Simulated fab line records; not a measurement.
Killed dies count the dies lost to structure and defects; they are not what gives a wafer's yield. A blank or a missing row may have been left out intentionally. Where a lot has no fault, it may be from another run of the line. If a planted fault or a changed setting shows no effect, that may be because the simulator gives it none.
fab line records    flow sky130
record: lots: 7  wafers: 21  last_day: 50
route steps=708 shown RES_PROTECT@212 POLY_GATE@213
lots with no fault: from the same line, run without faults
start_h: the number of hours between the record's first day and the start of the first shown wafer of the lot    wait_h: how many hours have passed since the lot's step before this one    " the same as in the row above    L1.1+2: one row covering several wafers at once    - no value, or no start was given    * or withheld: withheld    < > ~ a bound
route shown NAME@n: NAME is a module with steps in the file, n the number in the route of the first one    usual: mean/standard deviation taken from wafers without a fault    same: alike in all rows    chamber/n: place in a boat    sites: each site's reading    _std_site: how widely they spread, as a standard deviation    _edge_site: outer sites' mean less inner sites'    radius_mm: how far each site lies from the wafer's centre    mask NAME#n: copy n    behind: the most recent tool/chamber to have shaped the wafer    hold: what put the lot on hold/how long, in hours/how the hold closed    device: the transistor (n, p or np) that didn't switch    end of line: the route-end tests of the same wafers    a step given without rows: its recipe and nothing more    killed: not the wafer's yield, but the dies lost to structure and defects at the first sort    map: dies across one wafer; x = killed, . = not, _ = none there
set.NAME: the run value of the setting; set.NAME@STEP: its run value at that earlier step    model.NAME: the simulator's own value behind a step, which no gauge read
a table for each step, a row for each wafer; lots at some steps of the route
services: the hour from which a tool's chamber was out of use, counted from the record's first day as start_h (under 0 if before that day), plus the number of hours and why
== steps ==
step: SKY_RES_PROTECT_DEVELOP_06
recipe: resist: NOVOLAK  developer: TMAH  develop_time_s: 60  dev_temp_c: 23
step: SKY_POLY_GATE_IMPLANT_02
recipe: species: P  energy_kev: 30  dose_cm2: 7.7e+15  tilt_deg: 0
step: SKY_RES_PROTECT_STRIP_07
recipe: chemistry: O2/N2  power_w: 1400  pressure_mtorr: 1500  platen_temp_c: withheld  o2_flow_sccm: 3000  n2_flow_sccm: 300  overash_fraction: 0.5
usual: drypump_motor_current_A: 6.2/0.4  oes_product_au: 0.517/0.0051  strip_time_to_endpoint_s: 23.28/0.046
lot.wafer  tool             chamber  start_h  wait_h  drypump_motor_current_A  oes_product_au  rf_hours_counter_h  strip_time_to_endpoint_s
L301.1     plasma_asher-02  0        338.25   0.1     5.8                      0.518           50                  23.24
L301.2     "                1        "        "       6.2                      0.514           50                  23.26
L301.3     "                0        "        "       5.8                      0.526           -                   23.21
L303.1     plasma_asher-01  1        362.70   0.1     6.4                      0.515           26                  23.19
L303.2     "                0        "        "       6.3                      0.523           26                  23.23
L303.3     "                1        "        "       6.4                      0.517           -                   23.26
L307.2     plasma_asher-04  1        395.65   0.1     6.8                      0.514           66                  23.32
L307.3     "                1        "        "       6.7                      0.524           -                   23.30
L307.5     "                0        "        "       5.2                      0.515           -                   23.33
L308.1     plasma_asher-02  0        410.45   0.1     5.8                      0.516           58                  23.24
L308.3     "                1        "        "       6.2                      0.513           -                   23.25
L308.5     "                1        "        "       6.2                      0.523           -                   23.30
L309.4     plasma_asher-01  1        420.78   0.1     6.4                      0.522           -                   23.33
L309.5     "                1        "        "       6.4                      0.517           -                   23.28
L309.6     "                0        "        "       6.3                      0.522           -                   23.24
L319.1     plasma_asher-01  0        515.70   0.1     6.3                      0.513           43                  23.19
L319.3     "                1        "        "       6.4                      0.512           -                   23.22
L319.5     "                1        "        "       6.4                      0.523           -                   23.19
L322.1     plasma_asher-01  0        539.65   0.1     6.3                      0.523           46                  23.31
L322.2     "                1        "        "       6.4                      0.509           46                  23.31
L322.3     "                0        "        "       6.3                      0.519           -                   23.28
step: SKY_RES_PROTECT_TW_MEAS_08
usual: POLY_GATE_TW: 4050/37
lot.wafer  tool           chamber  start_h  wait_h  POLY_GATE_TW
L301.1     film_metro-01  -        338.35   0.1     4059
L301.2     "              -        "        "       4072
L301.3     "              -        "        "       4074
L303.1     film_metro-02  -        362.80   0.1     4025
L303.2     "              -        "        "       4050
L303.3     "              -        "        "       4045
L307.2     film_metro-02  -        395.76   0.1     4037
L307.3     "              -        "        "       4029
L307.5     "              -        "        "       4023
L308.1     film_metro-03  -        410.55   0.1     4007
L308.3     "              -        "        "       4027
L308.5     "              -        "        "       4013
L309.4     film_metro-02  -        420.88   0.1     4041
L309.5     "              -        "        "       4030
L309.6     "              -        "        "       4045
L319.1     film_metro-03  -        515.80   0.1     3996
L319.3     "              -        "        "       3979
L319.5     "              -        "        "       3957
L322.1     film_metro-03  -        539.75   0.1     3997
L322.2     "              -        "        "       4007
L322.3     "              -        "        "       3998
step: SKY_RES_PROTECT_CLEAN_09
recipe: chemistry: SC1/SC2  mix: 1:4:20  temp_c: 70  time_s: 150  dry: n2_spin
step: SKY_POLY_GATE_CVD_03
recipe: material: Si3N4  precursor: DCS/NH3  target_thk_nm: 75  temp_c: 770  time_s: 1290  pressure_mtorr: 250
step: SKY_POLY_GATE_THK_MEAS_04
recipe: reads: Si3N4_of_POLY_GATE_CVD_03
usual: POLY_GATE_CVD_03_THK: 75.0/0.6
lot.wafer  tool           chamber  start_h  wait_h  POLY_GATE_CVD_03_THK[nm]
L301.1     film_metro-01  -        339.84   0.0     75.4
L301.2     "              -        "        "       75.0
L301.3     "              -        "        "       75.3
L303.1     film_metro-04  -        364.84   0.0     74.3
L303.2     "              -        "        "       74.3
L303.3     "              -        "        "       74.3
L307.2     film_metro-01  -        398.85   0.0     75.5
L307.3     "              -        "        "       75.7
L307.5     "              -        "        "       76.2
L308.1     film_metro-01  -        412.15   0.0     75.5
L308.3     "              -        "        "       75.9
L308.5     "              -        "        "       75.1
L309.4     film_metro-03  -        422.35   0.0     76.3
L309.5     "              -        "        "       75.5
L309.6     "              -        "        "       76.0
L319.1     film_metro-04  -        518.56   0.0     74.8
L319.3     "              -        "        "       75.3
L319.5     "              -        "        "       75.2
L322.1     film_metro-01  -        542.15   0.0     73.8
L322.2     "              -        "        "       75.0
L322.3     "              -        "        "       74.6
step: SKY_POLY_GATE_DEHYDRATE_05
recipe: temp_c: 200  time_s: 60
step: SKY_POLY_GATE_HMDS_06
recipe: prime_time_s: 60  prime_temp_c: 120
step: SKY_POLY_GATE_COAT_07
recipe: resist: BARC  temp_c: withheld  time_s: withheld  spin_rpm: 3000  resist_thk_nm: 110
step: SKY_POLY_GATE_COAT_08
recipe: resist: KrF-thick  spin_rpm: 3000  resist_thk_nm: 450
step: SKY_POLY_GATE_SOFTBAKE_09
recipe: temp_c: 100  time_s: 90  resist: KrF-thick
step: SKY_POLY_GATE_EXPOSE_10
recipe: mask_id: P1M  na: 0.68  source_shape: conventional  sigma_outer: 0.6  target_cd_nm: 150  dose_mj: 28
usual: exposure_dose_mJ_cm2: 27.973/0.027  focus_offset_nm: -0.1/0.5
lot.wafer  tool            chamber  start_h  wait_h  mask   exposure_dose_mJ_cm2  focus_offset_nm
L301.1     krf_scanner-01  0        354.48   -       P1M#0  27.979                -0.4
L301.2     "               0        "        "       P1M#0  27.963                0.2
L301.3     "               0        "        "       P1M#0  27.964                0.3
L303.1     krf_scanner-02  0        379.58   -       P1M#0  27.951                0.1
L303.2     "               0        "        "       P1M#0  27.971                0.1
L303.3     "               0        "        "       P1M#0  27.989                0.4
L307.2     krf_scanner-01  -        413.90   -       P1M#0  -                     -
L307.3     "               -        "        "       P1M#0  -                     -
L307.5     "               -        "        "       P1M#0  -                     -
L308.1     krf_scanner-02  -        427.79   -       P1M#0  -                     -
L308.3     "               -        "        "       P1M#0  -                     -
L308.5     "               -        "        "       P1M#0  -                     -
L309.4     krf_scanner-02  -        438.59   -       P1M#0  -                     -
L309.5     "               -        "        "       P1M#0  -                     -
L309.6     "               -        "        "       P1M#0  -                     -
L319.1     krf_scanner-01  0        534.21   -       P1M#0  27.953                0.6
L319.3     "               0        "        "       P1M#0  27.933                0.9
L319.5     "               0        "        "       P1M#0  27.987                0.7
L322.1     krf_scanner-01  0        556.75   -       P1M#0  27.944                -0.6
L322.2     "               0        "        "       P1M#0  27.948                -0.4
L322.3     "               0        "        "       P1M#0  27.921                -0.5
step: SKY_POLY_GATE_PEB_11
recipe: peb_temp_c: withheld  peb_time_s: withheld  resist: KrF-thick
== services ==
tool             chamber  start_h  hours  kind
krf_scanner-02   -        316.98   0.8    pm
plasma_asher-04  -        331.65   25.1   repair
krf_scanner-01   -        333.52   0.9    repair
krf_scanner-02   -        358.01   1.0    pm
krf_scanner-01   -        382.97   1.3    pm
krf_scanner-01   -        390.12   1.0    pm
plasma_asher-04  -        390.94   4.5    repair
krf_scanner-02   -        411.29   5.2    repair
krf_scanner-01   -        427.33   0.8    pm
krf_scanner-01   -        445.72   0.3    repair
krf_scanner-02   -        450.60   1.3    pm
plasma_asher-02  -        455.86   28.1   pm
krf_scanner-02   0        464.36   -      calibration
krf_scanner-01   0        483.79   -      calibration
krf_scanner-02   -        485.78   0.8    pm
krf_scanner-01   -        486.53   4.4    pm
plasma_asher-01  -        497.35   7.7    repair
plasma_asher-04  -        517.48   14.6   pm
krf_scanner-02   -        527.05   1.0    pm
krf_scanner-01   -        545.87   3.6    pm
== key ==
first_sign: step: SKY_POLY_GATE_EXPOSE_10  reading: tool_record  direction: missing
effect none on later readings
met_at SKY_POLY_GATE_EXPOSE_10
struck_wafers L307.2,L307.3,L307.5,L308.1,L308.3,L308.5,L309.4,L309.5,L309.6
later_rows_left_out L307.2,L307.3,L307.5,L308.1,L308.3,L308.5,L309.4,L309.5,L309.6
sort_left_out L307.2,L307.3,L307.5,L308.1,L308.3,L308.5,L309.4,L309.5,L309.6
tester_left_out L307,L308,L309
onset_between 379.58 413.90
fault: kind: skipped_step_whole  tool: krf_scanner-01,krf_scanner-02  chamber: -  onset_h: 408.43  steps: SKY_POLY_GATE_EXPOSE_10  scope: struck_lots_only
tester_left_out: of these lots the tester's yield and bins aren't shown, on N5 and GAA mostly nor the transistor test; their killed dies are dies lost to structure and defects alone, not to doping, threshold or leakage, so they don't give the yield
sort_left_out: the simulated sort isn't trusted on such a fault, so these wafers' sort isn't shown, and their yield isn't known
later_rows_left_out: the simulator's readings of these wafers behind a module that went badly wrong aren't trusted and aren't shown, but for the sort
